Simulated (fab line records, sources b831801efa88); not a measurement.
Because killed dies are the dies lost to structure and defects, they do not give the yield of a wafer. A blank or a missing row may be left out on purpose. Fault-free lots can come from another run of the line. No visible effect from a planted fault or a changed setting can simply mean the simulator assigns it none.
fab line records | flow sky130
[record] lots = 6 wafers = 18 lastDay = 50
route steps=708 shown METAL2@490 PAD_OPEN@708
lots untouched by any fault: they come from a run of this same line in which no faults occurred
startH: start of the lot's first displayed wafer, in hours after the record's first day | waitH: time in hours since the lot's previous step | " unchanged from the row above | L1.1+2: several wafers, shown together as one row | - either no value or no given start | * or withheld: withheld | < > ~ a bound
route shown NAME@n: a module of which the file shows steps, and the number in the route of the first | usual: mean and standard deviation over wafers with no fault | same: alike in all rows | chamber/n: place in a boat | sites: the reading at each site | _std_site: standard deviation of those values | _edge_site: inner sites' mean taken away from outer sites' mean | radiusMm: for every site, how far away it sits from the centre of the wafer | mask NAME#n: copy n | behind: the last tool/chamber to shape the wafer | hold: why the lot went on hold/how many hours it stayed there/how the hold came to an end | device: the transistor (n, p or np) that didn't switch | end of line: at the end of the route, the tests of the same wafers | a step given without rows: its recipe and nothing more | killed: not the wafer's yield, but the dies lost to structure and defects at the first sort | map: dies across one wafer; x = killed, . = not, _ = none there
set.NAME: the setting the step ran with; set.NAME@STEP: the setting that earlier step ran with | model.NAME: the simulator's own value behind a step, which no gauge read
a table for each step, a row for each wafer; lots at some steps of the route
services: when a tool's chamber went out of use (startH, in hours from the record's first day, below 0 if earlier), for how many hours, and the reason
[[steps]]
[step SKY_METAL2_DEHYDRATE_07]
[recipe] tempC = 200 timeS = 60
[step SKY_METAL2_HMDS_08]
[recipe] primeTimeS = 60 primeTempC = 120
[step SKY_METAL2_COAT_09]
[recipe] resist = BARC tempC = withheld timeS = withheld spinRpm = 3000 resistThkNm = 60
[step SKY_METAL2_COAT_10]
[recipe] resist = KrF-thick spinRpm = 3000 resistThkNm = 450
[step SKY_METAL2_SOFTBAKE_11]
[recipe] tempC = 100 timeS = 90 resist = KrF-thick
[step SKY_METAL2_EXPOSE_12]
[recipe] maskId = MM2 na = 0.8 sourceShape = annular sigmaInner = 0.55 sigmaOuter = 0.85 targetCdNm = 140 doseMj = 28
[step SKY_METAL2_PEB_13]
[recipe] pebTempC = withheld pebTimeS = withheld resist = KrF-thick
[step SKY_METAL2_DEVELOP_14]
[recipe] developTimeS = 60 resist = KrF-thick devTempC = 21
[step SKY_METAL2_CD_MEAS_15]
[recipe] targetCdNm = 140
[usual] cdNm = 139.7/1.1
// columns lot.wafer tool chamber startH waitH cdNm
L932.2 cdSem-01 - 825.81 - 139.7
L932.3 " - " " 139.3
L932.6 " - " " 139.6
L939.1 cdSem-01 - 883.55 - 141.2
L939.4 " - " " 139.9
L939.5 " - " " 140.8
L940.1 cdSem-01 - 891.98 - 140.7
L940.4 " - " " 141.0
L940.5 " - " " 142.0
L945.3 cdSem-01 - 938.72 - 139.6
L945.4 " - " " 140.8
L945.5 " - " " 139.4
L947.3 cdSem-01 - 944.94 - 136.9
L947.4 " - " " 139.5
L947.6 " - " " 136.7
L952.3 cdSem-02 - 976.98 - 139.3
L952.5 " - " " 140.3
L952.6 " - " " 140.8
[step SKY_METAL2_OVL_MEAS_16]
[usual] METAL2_OVL = 1/6.6
// columns lot.wafer tool chamber startH waitH METAL2_OVL[nm]
L932.2 overlay-02 - 825.91 0.1 10
L932.3 " - " " 3
L932.6 " - " " 10
L939.1 overlay-01 - 883.67 0.1 8
L939.4 " - " " -5
L939.5 " - " " 4
L940.1 overlay-01 - 892.10 0.1 -5
L940.4 " - " " -6
L940.5 " - " " -8
L945.3 overlay-02 - 938.81 0.1 1
L945.4 " - " " 9
L945.5 " - " " 7
L947.3 overlay-02 - 945.04 0.1 -6
L947.4 " - " " 7
L947.6 " - " " 2
L952.3 overlay-01 - 977.07 0.1 3
L952.5 " - " " -1
L952.6 " - " " 6
[step SKY_METAL2_DESCUM_17]
[recipe] chemistry = O2 sourcePowerW = 150 biasPowerW = 0 pressureMtorr = 10 tempC = 40 timeS = 8
[usual] drypumpMotorCurrentA = 6.1/0.32 oesProductAu = 0.997/0.0068
[same] biasPowerW = 0
// columns lot.wafer tool chamber startH waitH drypumpMotorCurrentA oesProductAu rfHoursCounterH
L932.2 rieMetal-03 0 825.94 0.0 6.3 0.993 12
L932.3 " 0 " " 6.3 0.992 -
L932.6 " 0 " " 6.3 1.000 -
L939.1 rieMetal-01 1 883.71 0.0 5.9 1.012 5
L939.4 " 0 " " 6.2 1.009 -
L939.5 " 1 " " 6.0 1.004 -
L940.1 rieMetal-01 1 892.14 0.0 6.0 0.988 6
L940.4 " 0 " " 6.2 0.998 -
L940.5 " 0 " " 6.1 0.993 -
L945.3 rieMetal-03 0 938.86 0.0 6.3 0.992 -
L945.4 " 0 " " 6.3 0.979 -
L945.5 " 0 " " 6.3 0.992 -
L947.3 rieMetal-02 0 945.07 0.0 5.8 1.000 -
L947.4 " 1 " " 6.6 1.006 -
L947.6 " 0 " " 5.8 1.005 -
L952.3 rieMetal-01 0 977.11 0.0 6.2 0.996 -
L952.5 " 0 " " 6.2 1.003 -
L952.6 " 1 " " 6.0 1.005 -
[step SKY_METAL2_ETCH_18]
[recipe] chemistry = N2/H2 target = BARC ionEnergyEv = 200 biasW = 100 pressureMtorr = 30 n2FlowSccm = 100 h2FlowSccm = 200 icpW = 500 stopOn = SiO2 timeS = 45.9 targetDepthA = 600
[usual] drypumpMotorCurrentA = 6.1/0.32 h2FlowSccm = 200.0/0.55 n2FlowSccm = 100.0/0.33 oesProductAu = 0.855/0.0047 throttleValvePct = 13.225/0.0091
// columns lot.wafer tool chamber startH waitH drypumpMotorCurrentA h2FlowSccm n2FlowSccm oesProductAu rfHoursCounterH throttleValvePct
L932.2 rieMetal-03 0 825.98 0.0 6.3 200.9 99.7 0.859 12 13.221
L932.3 " 0 " " 6.3 200.0 100.3 0.861 - 13.235
L932.6 " 0 " " 6.3 200.3 99.8 0.855 - 13.238
L939.1 rieMetal-01 1 883.74 0.0 6.0 199.9 100.0 0.858 5 13.233
L939.4 " 0 " " 6.2 199.4 99.7 0.856 - 13.220
L939.5 " 1 " " 6.0 199.7 100.2 0.856 - 13.232
L940.1 rieMetal-01 1 892.17 0.0 6.0 199.2 100.0 0.852 6 13.231
L940.4 " 0 " " 6.2 199.9 100.1 0.864 - 13.231
L940.5 " 0 " " 6.2 200.0 99.4 0.854 - 13.241
L945.3 rieMetal-03 0 938.94 0.1 6.3 199.6 100.2 0.856 - 13.206
L945.4 " 0 " " 6.3 199.5 100.3 0.850 - 13.229
L945.5 " 0 " " 6.3 199.9 100.1 0.860 - 13.225
L947.3 rieMetal-02 0 945.11 0.0 5.8 200.6 99.7 0.854 - 13.227
L947.4 " 1 " " 6.6 199.8 99.6 0.851 - 13.225
L947.6 " 0 " " 5.8 201.2 99.8 0.859 - 13.244
L952.3 rieMetal-01 0 977.15 0.0 6.2 200.9 99.7 0.858 - 13.236
L952.5 " 0 " " 6.2 200.5 100.0 0.856 - 13.222
L952.6 " 1 " " 6.0 200.3 99.8 0.853 - 13.220
[step SKY_METAL2_METAL_ETCH_19]
[recipe] targetDepthA = 3600 stopOn = SiO2 overEtchFrac = 0.3 timeS = 78 chemistry = Cl2/BCl3 resistSidewallDeg = 88 pressureMtorr = 10 icpW = 900 biasW = 48.5 Cl2_flow_sccm = 60 bcl3FlowSccm = 30
[usual] drypumpMotorCurrentA = 6.1/0.32 oesProductAu = 0.852/0.0063 overEtchFrac = 0.3/0 throttleValvePct = 22.265/0.0081
// columns lot.wafer tool chamber startH waitH drypumpMotorCurrentA oesProductAu overEtchFrac rfHoursCounterH throttleValvePct model.KrF-thick_of_METAL2_COAT_10.thkNm model.METAL2.cdNm
L932.2 rieMetal-03 0 826.04 0.0 6.3 0.851 0.3 12 22.267 160.7 137.5
L932.3 " 0 " " 6.3 0.844 0.3 - 22.266 161.9 136.2
L932.6 " 0 " " 6.3 0.851 0.3 - 22.274 160.2 137.3
L939.1 rieMetal-01 1 883.80 0.0 6.0 0.838 0.3 5 22.260 158 139.8
L939.4 " 0 " " 6.2 0.915 0.15549 - 22.261 181.9 142.7
L939.5 " 1 " " 6.0 0.850 0.3 - 22.254 156.7 140.1
L940.1 rieMetal-01 1 892.23 0.0 6.0 0.840 0.3 6 22.259 155.2 137.7
L940.4 " 0 " " 6.2 0.907 0.15549 - 22.253 185.6 142.1
L940.5 " 0 " " 6.2 0.909 0.15549 - 22.275 183.6 144.8
L945.3 rieMetal-03 0 939.09 0.1 6.3 0.851 0.3 - 22.264 164.3 136.9
L945.4 " 0 " " 6.3 0.849 0.3 - 22.267 163.1 138.4
L945.5 " 0 " " 6.3 0.856 0.3 - 22.270 164.3 138
L947.3 rieMetal-02 0 945.18 0.1 5.8 0.847 0.3 - 22.264 160 136.7
L947.4 " 1 " " 6.6 0.849 0.3 - 22.264 161.7 138.8
L947.6 " 0 " " 5.8 0.853 0.3 - 22.256 161.2 136.1
L952.3 rieMetal-01 0 977.22 0.1 6.1 0.855 0.3 - 22.272 159.6 135.8
L952.5 " 0 " " 6.1 0.853 0.3 - 22.270 162.6 138.1
L952.6 " 1 " " 6.0 0.854 0.3 - 22.258 159.3 136.8
[step SKY_METAL2_STRIP_20]
[recipe] chemistry = O2/N2 powerW = 1400 pressureMtorr = 1500 platenTempC = withheld o2FlowSccm = 3000 n2FlowSccm = 300 overashFraction = 0.5
[usual] drypumpMotorCurrentA = 5.7/0.45 n2FlowSccm = 300.1/0.95 o2FlowSccm = 2999/8.9 oesProductAu = 0.343/0.0044 stripTimeToEndpointS = 2.710/0.027
// columns lot.wafer tool chamber startH waitH drypumpMotorCurrentA n2FlowSccm o2FlowSccm oesProductAu rfHoursCounterH stripTimeToEndpointS
L932.2 plasmaAsher-01 1 826.13 0.1 5.7 301.1 3003 0.341 102 2.733
L932.3 " 0 " " 5.1 300.4 2986 0.338 - 2.726
L932.6 " 0 " " 5.1 299.1 2988 0.339 - 2.700
L939.1 plasmaAsher-02 1 883.89 0.1 6.1 301.5 2986 0.338 46 2.683
L939.4 " 1 " " 6.1 301.1 2999 0.349 - 2.947
L939.5 " 0 " " 5.3 299.2 2991 0.348 - 2.684
L940.1 plasmaAsher-03 0 892.32 0.1 6.5 300.8 3003 0.337 16 2.661
L940.4 " 0 " " 6.5 299.9 3005 0.359 - 3.002
L940.5 " 1 " " 5.8 300.2 3009 0.350 - 2.969
L945.3 plasmaAsher-02 0 939.24 0.1 5.3 299.6 3001 0.342 - 2.758
L945.4 " 1 " " 6.1 301.2 3003 0.341 - 2.744
L945.5 " 0 " " 5.3 298.8 3013 0.351 - 2.761
L947.3 plasmaAsher-01 0 945.28 0.1 5.1 299.2 2995 0.343 - 2.708
L947.4 " 1 " " 5.7 301.6 3005 0.340 - 2.729
L947.6 " 1 " " 5.7 300.0 3001 0.348 - 2.740
L952.3 plasmaAsher-02 0 977.31 0.1 5.3 299.1 3011 0.341 - 2.706
L952.5 " 1 " " 6.1 301.7 2998 0.348 - 2.732
L952.6 " 0 " " 5.3 298.6 2994 0.346 - 2.693
[step SKY_METAL2_STRIP_21]
[recipe] chemistry = postEtchResidueRemover timeS = 1200 tempC = 72.5
[step SKY_PAD_OPEN_PROBE_99]
[usual] defectLimitedYield = 82.8/1.8 killed_at_M0_to_M3 = 42/6.4 killed_at_M4_up = 3.0/2 killedAtContacts = 24/5.2 killedAtFrontEnd = 14/4.2 killedAtOther = 0.4/0.72 killedDies = 84/9 killedOpen = 46/6.6 killedShort = 38/6 sort_bin_3_pad_short = 0.9/0.4 sort_bin_5_function = 10.1/1.4 sort_bin_6_memory = 6.2/1.1 sortNPass = 408/9 sortYieldPct = 82.8/1.8
[same] grossDies = 492 killedAtBackSide = 0 sort_bin_4_leakage[%] = 0 sort_bin_8_speed[%] = 0
// columns lot.wafer tool chamber startH waitH defectLimitedYield[%] killed_at_M0_to_M3 killed_at_M4_up killedAtContacts killedAtFrontEnd killedAtOther killedDies killedOpen killedShort sort_bin_3_pad_short[%] sort_bin_5_function[%] sort_bin_6_memory[%] sortNPass sortYieldPct[%]
L932.2 prober-02 - 1081.20 0.1 80.5 45 3 36 12 0 96 55 41 0.6 10.6 8.3 396 80.5
L932.3 prober-02 - 1081.25 0.2 80.3 46 3 35 13 0 97 55 42 0.6 11.8 7.3 395 80.3
L932.6 prober-02 - 1081.40 0.2 80.9 43 5 29 17 0 94 54 40 1.2 11.6 6.3 398 80.9
L939.1 prober-01 - 1125.38 0.1 85.4 27 5 23 16 1 72 38 33 0.4 10.4 3.9 420 85.4
L939.4 prober-01 - 1125.53 0.2 83.5 50 0 13 18 0 81 43 38 0.8 9.6 6.1 411 83.5
L939.5 prober-01 - 1125.58 0.2 83.3 39 1 27 15 0 82 45 37 0.8 9.6 6.3 410 83.3
L940.1 prober-02 - 1130.46 0.1 82.1 54 5 16 13 0 88 45 42 2.0 9.3 6.5 404 82.1
L940.4 prober-02 - 1130.61 0.2 85.8 37 0 21 11 1 70 37 33 1.2 7.7 5.3 422 85.8
L940.5 prober-02 - 1130.66 0.2 83.7 38 4 22 16 0 80 45 35 0.8 7.9 7.5 412 83.7
L945.3 prober-02 - 1164.94 0.2 81.7 41 3 29 16 1 90 52 37 0.8 11.4 6.1 402 81.7
L945.4 prober-02 - 1164.99 0.2 83.5 35 7 26 13 0 81 42 39 1.0 9.1 6.3 411 83.5
L945.5 prober-02 - 1165.04 0.2 81.7 49 4 24 13 0 90 51 39 0.4 10.0 7.9 402 81.7
L947.3 prober-01 - 1169.81 0.2 83.3 39 1 22 20 0 82 45 37 0.4 10.4 5.9 410 83.3
L947.4 prober-01 - 1169.86 0.2 83.3 47 2 22 11 0 82 47 35 0.2 9.6 6.9 410 83.3
L947.6 prober-01 - 1169.96 0.2 82.7 43 5 23 14 0 85 48 37 0.6 10.6 6.1 407 82.7
L952.3 prober-01 - 1194.04 0.2 83.5 43 3 18 17 0 81 35 46 1.2 10.0 5.3 411 83.5
L952.5 prober-01 - 1194.14 0.2 80.3 56 1 23 16 1 97 54 43 0.6 11.6 7.5 395 80.3
L952.6 prober-01 - 1194.19 0.2 80.9 50 2 25 17 0 94 56 38 0.8 11.0 7.3 398 80.9
// killed by level:class
L932.2 CONTACT:geometricParticle:open=16 VIA1:geometricParticle:open=9 LI_CONTACT:geometricParticle:open=7 VIA3:geometricParticle:open=6 METAL1:geometricParticle:short=5 VIA1:geometricParticle:short=5 FIELD_ISO:geometricParticle:open=4 LI_CONTACT:geometricParticle:short=4
L932.3 CONTACT:geometricParticle:open=12 VIA1:geometricParticle:open=9 CONTACT:geometricParticle:short=7 METAL2:geometricParticle:short=7 METAL2:geometricParticle:open=7 POLY_GATE:geometricParticle:short=6 LI_CONTACT:geometricParticle:open=6 METAL1:geometricParticle:short=6
L932.6 CONTACT:geometricParticle:open=13 VIA1:geometricParticle:open=10 LOCAL_INTERCONNECT:geometricParticle:short=9 VIA3:geometricParticle:open=8 METAL1:geometricParticle:short=6 FIELD_ISO:geometricParticle:short=5 FIELD_ISO:geometricParticle:open=4 METAL3:geometricParticle:short=4
L939.1 FIELD_ISO:geometricParticle:short=8 CONTACT:geometricParticle:open=8 LI_CONTACT:geometricParticle:open=6 CONTACT:geometricParticle:short=6 METAL2:geometricParticle:short=6 VIA1:geometricParticle:open=5 VIA3:geometricParticle:open=5 METAL1:geometricParticle:open=4
L939.4 VIA2:geometricParticle:open=9 METAL1:geometricParticle:short=6 VIA1:geometricParticle:open=6 METAL2:geometricParticle:short=5 VIA3:geometricParticle:short=5 FIELD_ISO:geometricParticle:short=4 FIELD_ISO:geometricParticle:open=4 POLY_GATE:geometricParticle:open=4
L939.5 CONTACT:geometricParticle:open=9 LI_CONTACT:geometricParticle:open=8 VIA2:geometricParticle:open=7 CONTACT:geometricParticle:short=6 VIA3:geometricParticle:open=6 FIELD_ISO:geometricParticle:short=5 METAL1:geometricParticle:open=4 POLY_GATE:geometricParticle:short=4
L940.1 VIA1:geometricParticle:open=13 METAL1:geometricParticle:short=10 VIA2:geometricParticle:open=8 CONTACT:geometricParticle:open=8 METAL2:geometricParticle:short=5 VIA3:geometricParticle:open=5 POLY_GATE:geometricParticle:short=4 CONTACT:geometricParticle:short=4
L940.4 LOCAL_INTERCONNECT:geometricParticle:short=9 VIA2:geometricParticle:open=9 VIA1:geometricParticle:open=7 LI_CONTACT:geometricParticle:open=6 VIA3:geometricParticle:open=6 POLY_GATE:geometricParticle:short=5 METAL1:geometricParticle:short=5 METAL2:geometricParticle:short=4
L940.5 CONTACT:geometricParticle:open=9 VIA1:geometricParticle:open=8 CONTACT:geometricParticle:short=5 VIA3:geometricParticle:open=5 FIELD_ISO:geometricParticle:short=4 POLY_GATE:geometricParticle:open=4 LOCAL_INTERCONNECT:geometricParticle:short=4 METAL1:geometricParticle:short=4
L945.3 VIA1:geometricParticle:open=11 LI_CONTACT:geometricParticle:open=8 CONTACT:geometricParticle:open=7 VIA2:geometricParticle:short=7 VIA2:geometricParticle:open=7 VIA3:geometricParticle:open=6 LOCAL_INTERCONNECT:geometricParticle:short=5 CONTACT:geometricParticle:short=5
L945.4 METAL1:geometricParticle:short=7 LI_CONTACT:geometricParticle:open=7 VIA1:geometricParticle:open=7 CONTACT:geometricParticle:short=7 CONTACT:geometricParticle:open=7 VIA2:geometricParticle:open=5 METAL4:geometricParticle:short=5 FIELD_ISO:geometricParticle:open=4
L945.5 VIA2:geometricParticle:open=10 CONTACT:geometricParticle:open=8 VIA1:geometricParticle:open=8 FIELD_ISO:geometricParticle:open=6 LI_CONTACT:geometricParticle:open=6 METAL1:geometricParticle:short=6 LOCAL_INTERCONNECT:geometricParticle:short=5 METAL2:geometricParticle:short=5
L947.3 VIA1:geometricParticle:open=10 LI_CONTACT:geometricParticle:open=8 CONTACT:geometricParticle:open=6 FIELD_ISO:geometricParticle:short=5 VIA2:geometricParticle:open=5 LOCAL_INTERCONNECT:geometricParticle:short=4 METAL1:geometricParticle:short=4 METAL2:geometricParticle:short=4
L947.4 VIA1:geometricParticle:open=10 CONTACT:geometricParticle:open=10 VIA1:geometricParticle:short=7 VIA3:geometricParticle:open=6 LI_CONTACT:geometricParticle:open=5 VIA2:geometricParticle:open=5 METAL2:geometricParticle:short=5 METAL3:geometricParticle:short=4
L947.6 VIA2:geometricParticle:open=13 CONTACT:geometricParticle:open=8 VIA1:geometricParticle:open=7 VIA3:geometricParticle:open=6 LI_CONTACT:geometricParticle:open=5 CONTACT:geometricParticle:short=5 METAL3:geometricParticle:short=5 VIA3:geometricParticle:short=5
L952.3 METAL2:geometricParticle:short=14 LI_CONTACT:geometricParticle:open=9 VIA3:geometricParticle:open=8 POLY_GATE:geometricParticle:short=6 VIA1:geometricParticle:short=4 VIA2:geometricParticle:open=4 METAL3:geometricParticle:short=4 FIELD_ISO:geometricParticle:short=3
L952.5 VIA1:geometricParticle:open=13 VIA1:geometricParticle:short=12 METAL2:geometricParticle:short=11 LI_CONTACT:geometricParticle:open=10 FIELD_ISO:geometricParticle:short=8 CONTACT:geometricParticle:open=8 VIA2:geometricParticle:open=7 FIELD_ISO:geometricParticle:open=5
L952.6 VIA1:geometricParticle:open=12 METAL1:geometricParticle:short=10 LI_CONTACT:geometricParticle:open=9 CONTACT:geometricParticle:open=9 VIA3:geometricParticle:open=6 VIA2:geometricParticle:open=5 FIELD_ISO:geometricParticle:open=4 POLY_GATE:geometricParticle:short=4
[[services]]
// columns tool chamber startH hours kind
plasmaAsher-03 - 810.13 3.1 repair
rieMetal-01 - 810.29 0.5 repair
plasmaAsher-01 - 913.98 0.5 repair
rieMetal-03 1 919.12 - clean
rieMetal-03 1 919.12 22.6 scheduledDown
rieMetal-03 1 919.12 22.6 ventCycle
plasmaAsher-03 - 926.97 3.4 repair
rieMetal-03 0 941.71 - clean
rieMetal-03 0 941.71 16.1 scheduledDown
rieMetal-03 0 941.71 16.1 ventCycle
rieMetal-01 - 944.44 1.2 repair
plasmaAsher-03 - 949.10 9.8 pm
[[key]]
[firstSign] step = SKY_METAL2_METAL_ETCH_19 reading = overEtchFrac direction = down sigmas = 99+ usual = 0.3 struck = 0.15549
[effect] step = SKY_METAL2_METAL_ETCH_19 reading = oesProductAu direction = up sigmas = 9.3 usual = 0.852 struck = 0.910
[effect] step = SKY_METAL2_STRIP_20 reading = stripTimeToEndpointS direction = up sigmas = 9.9 usual = * struck = *
[modelEffect] step = SKY_METAL2_METAL_ETCH_19 value = KrF-thick_of_METAL2_COAT_10.thkNm without = 157.7 struck = 183.7
metAt SKY_METAL2_METAL_ETCH_19
struckWafers L939.4,L940.4,L940.5
[fault] kind = processParameterDrift tool = rieMetal-01 chamber = 0 onsetH = 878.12 steps = SKY_METAL2_METAL_ETCH_19 channel = overEtchFrac offset = -0.14451 shape = step endH = 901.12 actsIn = theseRecipesOnly stated = 0.3
